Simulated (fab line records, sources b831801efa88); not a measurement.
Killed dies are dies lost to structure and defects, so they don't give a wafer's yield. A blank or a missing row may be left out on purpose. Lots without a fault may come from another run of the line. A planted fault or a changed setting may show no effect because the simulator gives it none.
A struck lot beside a sound one | flow sky130 | 18 steps out of a route of 708
Sound: wafers L623.1, L623.3, L623.5. Struck: wafers L633.2, L633.3, L633.6. The cause comes at the end.
At each step with rows: each side's tool, then ch and its chambers, then its first start. Under that, the readings that differ: sound wafers | struck wafers | difference of the means | sigmas: that difference in standard deviations of wafers without a fault.
alike: readings whose means differ by less than 2 such deviations, and words and numbers that are the same on both sides. not compared: withheld readings, readings that some wafer has no value for, bounds like >300 that may hide the same value, and numbers for which the record gives no deviation and whose values overlap.
The two part at a step that has a row with sigmas, a row that says differs or no value, or rows on one side only. Numbers that don't overlap but have no deviation are shown without sigmas and don't part them. A reading that every wafer of one side lacks parts them only if that side has two wafers or more.

first, 2 steps without rows for these wafers: SKY_CONTACT_PEB_12; SKY_CONTACT_DEVELOP_13 (develop time 60 s).
SKY_CONTACT_CD_MEAS_14: target cd 170 nm.
  sound on cd_sem-02, day 33 15:24; struck on cd_sem-02, day 37 04:28
  alike: cd_nm
SKY_CONTACT_OVL_MEAS_15:
  sound on overlay-02, day 33 15:31; struck on overlay-02, day 37 04:34
  alike: CONTACT_OVL
SKY_CONTACT_ETCH_16: etches BARC in N2/H2, stops on SiO2, time 45.9 s, target depth 60 nm.
  sound on rie_diel-02 ch 2,3, day 33 15:34; struck on rie_diel-03 ch 0,1,2, day 37 04:35
  reading                     | sound       | struck      | difference | sigmas
  drypump_motor_current_A (A) | 6.3 6.3 6.3 | 5.8 5.4 5.1 | -0.9       | -2
  alike: oes_product_au, throttle_valve_pct
  not compared: rf_hours_counter_h
SKY_CONTACT_ETCH_17: etches SiO2 in C4F8/O2/Ar, stops on Si3N4, target depth 340 nm.
  sound on rie_diel-02 ch 2,3, day 33 15:36; struck on rie_diel-03 ch 0,1,2, day 37 04:38
  alike: oes_product_au
then, 1 step without rows for these wafers: SKY_CONTACT_ETCH_18 (etches Si3N4 in CHF3/O2, stops on TiN, time 39 s, target depth 75 nm).
SKY_CONTACT_STRIP_19: strips in O2/N2.
  sound on plasma_asher-01 ch 0,1, day 33 15:41; struck on plasma_asher-04 ch 1, day 37 04:43
  alike: drypump_motor_current_A, oes_product_au, strip_time_to_endpoint_s
  not compared: rf_hours_counter_h
then, 3 steps without rows for these wafers: SKY_CONTACT_STRIP_20 (strips in post etch residue remover, time 1200 s); SKY_CONTACT_CLEAN_21 (cleans in IPA, time 180 s); SKY_CONTACT_CLEAN_22 (cleans in O3/DIW).
SKY_CONTACT_SPUTTER_23: material TiN, target thk 20 nm, time 80 s.
  sound on pvd_sputter-04, day 33 16:17; struck on pvd_sputter-04, day 37 05:19
  alike: cathode_dc_power_W, throttle_valve_pct
SKY_CONTACT_CVD_24: deposits W, target thk 340 nm, time 102.12 s.
  sound on cvd_w-01 ch 0, day 33 16:21; struck on cvd_w-01 ch 0, day 37 05:23
  reading                               | sound             | struck            | difference | sigmas
  model.W_of_CONTACT_CVD_24.thk_nm (nm) | 337.6 332.2 339.3 | 253.4 259.1 259.4 | -79.1      |
  alike: heater_power_w
SKY_CONTACT_RS_MEAS_25: measures by four-point-probe.
  sound on film_metro-02, day 33 16:28; struck on film_metro-02, day 37 05:31
  reading               | sound             | struck            | difference | sigmas
  CONTACT_W_RS (ohm/sq) | 0.340 0.346 0.339 | 0.456 0.446 0.445 | +0.107     | +30
SKY_CONTACT_THK_MEAS_26: measures by xrf.
  sound on film_metro-02, day 33 16:35; struck on film_metro-02, day 37 05:38
  reading            | sound       | struck      | difference | sigmas
  CONTACT_W_THK (nm) | 342 338 345 | 255 260 262 | -83        | -20
SKY_CONTACT_CMP_27: polishes, stops on SiO2, t overpolish 15 s, target thk 0 nm.
  sound on cmp-02 ch 0,2,3, day 33 16:41; struck on cmp-02 ch 0,2,3, day 37 05:44
  reading                | sound    | struck   | difference | sigmas
  time_to_endpoint_s (s) | 81 83 82 | 61 68 60 | -19        | -5
  alike: head_pressure_psi, motor_current_A
SKY_METAL1_SPUTTER_00: material Ti, target thk 15 nm, time 10 s.
  sound on pvd_sputter-01, day 33 16:56; struck on pvd_sputter-03, day 37 05:59
  alike: cathode_dc_power_W, throttle_valve_pct
then, 1 step without rows for these wafers: SKY_PAD_OPEN_PROBE_99.

WHERE THEY PART
First at SKY_CONTACT_ETCH_16; last, within this record, at SKY_CONTACT_CMP_27. Later steps at which nothing parts them and some readings are alike: SKY_METAL1_SPUTTER_00.

WHY: what the simulator had put in
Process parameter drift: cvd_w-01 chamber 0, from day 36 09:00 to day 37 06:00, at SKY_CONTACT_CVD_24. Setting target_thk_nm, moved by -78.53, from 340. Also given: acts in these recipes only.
